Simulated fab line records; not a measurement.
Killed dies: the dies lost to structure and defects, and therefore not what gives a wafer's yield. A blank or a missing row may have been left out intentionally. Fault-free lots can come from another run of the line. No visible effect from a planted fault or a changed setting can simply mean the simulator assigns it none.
A struck lot beside a sound one ; flow gf180mcu ; 40 out of 602 route steps
Sound: wafers L752.2, L752.3, L752.6. Struck: wafer L762.5 (left out: L762.2, L762.4 of the same lot, which were not struck); the cause appears at the end.
Each step with rows lists, per side, the tool, then ch with its chambers, then its first start. Under that, the readings that differ: sound wafers ; struck wafers ; difference of the means ; sigmas: that difference in standard deviations of wafers without a fault.
alike: words and numbers the same on both sides, and readings whose means are apart by under 2 such deviations; not compared: readings that were withheld, readings missing a value for some wafer, numbers with overlapping values and no deviation given by the record, and bounds like >300 which may hide the same value.
The two part at a step that has a row with sigmas, a row that says differs or no value, or rows on one side only. When numbers do not overlap yet have no deviation, they are printed without sigmas and do not part them. A reading missing from all wafers of one side parts the sides only when that side holds two or more wafers.

GF_V4_RS_MEAS_24: uses a four-point probe to measure.
  struck on filmMetro-04, day 28 06:13; sound on filmMetro-04, day 25 01:14
  alike: V4_W_RS
GF_V4_THK_MEAS_25: measures by xrf.
  struck on filmMetro-04, day 28 06:20; sound on filmMetro-04, day 25 01:20
  alike: V4_W_THK
then, 3 steps without rows for these wafers: GF_V4_CMP_26 (polishes, stops on SiO2, t overpolish 15 s, target thk 0 nm); GF_MIM_SPUTTER_00 (material Ti, target thk 37.5 nm, time 150 s); GF_MIM_SPUTTER_01 (material TiN, target thk 30 nm, time 25 s).
GF_MIM_SPUTTER_02: material AlCu, target thk 450 nm, time 23.9 s.
  struck on pvdSputter-03, day 28 06:49; sound on pvdSputter-01, day 25 01:49
  alike: chamberPressurePa, throttleValvePct
then, 3 steps without rows for these wafers: GF_MIM_SPUTTER_03 (material Ti, target thk 10 nm, time 6.7 s); GF_MIM_SPUTTER_04 (material TiN, target thk 50 nm, time 41.7 s); GF_MIM_CVD_05 (deposits Si3N4, target thk 42 nm, time 29.086 s).
GF_MIM_THK_MEAS_06:
  struck on filmMetro-02, day 28 06:59; sound on filmMetro-01, day 25 01:57
  alike: MIM_CVD_05_THK
GF_MIM_SPUTTER_07: material TiN, target thk 60 nm, time 50 s.
  struck on pvdSputter-02, day 28 07:02; sound on pvdSputter-03, day 25 02:00
reading;sound;struck;difference;sigmas
chamberPressurePa (Pa);0.4005 0.4024 0.4015;0.3983;-0.0032;-4
  alike: throttleValvePct
then, 1 step without rows for these wafers: GF_MIM_SPUTTER_08 (material AlCu, target thk 200 nm, time 10.6 s).
GF_MIM_SPUTTER_09: material TiN, target thk 35 nm, time 29.2 s.
  struck on pvdSputter-02, day 28 07:05; sound on pvdSputter-03, day 25 02:04
reading;sound;struck;difference;sigmas
chamberPressurePa (Pa);0.3998 0.4010 0.4005;0.3986;-0.0018;-2
model.TiN_of_MIM_SPUTTER_09.thkNm (nm);35.53 35.19 35.43;22.7;-12.7;
  alike: throttleValvePct
GF_MIM_RS_MEAS_10: uses a four-point probe to measure.
  struck on filmMetro-03, day 28 07:09; sound on filmMetro-03, day 25 02:07
  alike: MIM_ALCU_RS
GF_MIM_THK_MEAS_11: measures by xrf.
  struck on filmMetro-03, day 28 07:16; sound on filmMetro-03, day 25 02:14
reading;sound;struck;difference;sigmas
MIM_ALCU_THK (nm);199.4 203.9 202.7;206.5;+4.5;+2
then, 7 steps without rows for these wafers: GF_MIM_DEHYDRATE_12 (time 60 s); GF_MIM_HMDS_13 (prime time 60 s); GF_MIM_COAT_14 (resist thk 1000 nm); GF_MIM_SOFTBAKE_15 (time 60 s); GF_MIM_EXPOSE_16 (exposes mask FuseTop, target cd 2000 nm); GF_MIM_PEB_17; GF_MIM_DEVELOP_18 (develop time 60 s).
GF_MIM_METAL_ETCH_19: etches the open film in Cl2/BCl3, stops on Si3N4, target depth 324.5 nm, time 54.1 s.
  sound on rieMetal-02 ch 0,1, day 25 23:01; struck on rieMetal-03 ch 0, day 29 02:49
reading;sound;struck;difference;sigmas
drypumpMotorCurrentA (A);5.3 5.3 6.0;6.7;+1.2;+2
oesProductAu (a.u.);0.945 0.948 0.943;0.912;-0.033;-5
throttleValvePct (%);28.283 28.271 28.280;28.305;+0.027;+2
  not compared: rfHoursCounterH
GF_MIM_STRIP_20: strips in O2/N2.
  sound on plasmaAsher-04 ch 1, day 25 23:05; struck on plasmaAsher-03 ch 0, day 29 02:56
  alike: drypumpMotorCurrentA, heaterPowerW, oesProductAu, stripTimeToEndpointS
  not compared: rfHoursCounterH
then, 9 steps without rows for these wafers: GF_MIM_STRIP_21 (strips in post etch residue remover, time 1200 s); GF_MIM_CLEAN_22 (cleans in DIW); GF_M5_DEHYDRATE_00 (time 60 s); GF_M5_HMDS_01 (prime time 60 s); GF_M5_COAT_02 (resist thk 1000 nm); GF_M5_SOFTBAKE_03 (time 60 s); GF_M5_EXPOSE_04 (exposes mask Metal5, target cd 280 nm); GF_M5_PEB_05 (peb time 90 s); GF_M5_DEVELOP_06 (develop time 60 s).
GF_M5_CD_MEAS_07: the cd target is 280 nm.
  struck on cdSem-01, day 29 21:44; sound on cdSem-01, day 26 20:04
  alike: cdNm
GF_M5_OVL_MEAS_08:
  struck on overlay-02, day 29 21:50; sound on overlay-02, day 26 20:11
  alike: M5_OVL
then, 1 step without rows for these wafers: GF_M5_ETCH_09 (etches Si3N4 in CF4/O2, target depth 52 nm, time 11.6 s).
GF_M5_METAL_ETCH_10: etches the open film in Cl2/BCl3, stops on SiO2, target depth 627.5 nm, time 104.6 s.
  sound on rieMetal-01 ch 0,1, day 26 20:14; struck on rieMetal-01 ch 1, day 29 21:53
reading;sound;struck;difference;sigmas
throttleValvePct (%);28.238 28.250 28.240;28.222;-0.021;-2
  alike: drypumpMotorCurrentA, oesProductAu
  not compared: rfHoursCounterH
GF_M5_STRIP_11: strips in O2/N2.
  sound on plasmaAsher-04 ch 0, day 26 20:20; struck on plasmaAsher-04 ch 0, day 29 22:01
  alike: drypumpMotorCurrentA, heaterPowerW, oesProductAu, stripTimeToEndpointS
  not compared: rfHoursCounterH
GF_M5_STRIP_12: strips in post etch residue remover, time 1200 s.
  sound on wetBench-01 ch 1, day 26 20:26; struck on wetBench-02 ch 1, day 29 22:07
reading;sound;struck;difference;sigmas
model.TiN_of_MIM_SPUTTER_09.thkNm (nm);34.7 34.35 34.6;21.86;-12.69;
then, 1 step without rows for these wafers: GF_M5_CLEAN_13 (cleans in DIW).

WHERE THEY PART
At GF_MIM_SPUTTER_07 first; at GF_M5_METAL_ETCH_10 last (within this record only). Later steps at which nothing parts them and some readings are alike: GF_M5_STRIP_11.

WHY: what had been put in by the simulator
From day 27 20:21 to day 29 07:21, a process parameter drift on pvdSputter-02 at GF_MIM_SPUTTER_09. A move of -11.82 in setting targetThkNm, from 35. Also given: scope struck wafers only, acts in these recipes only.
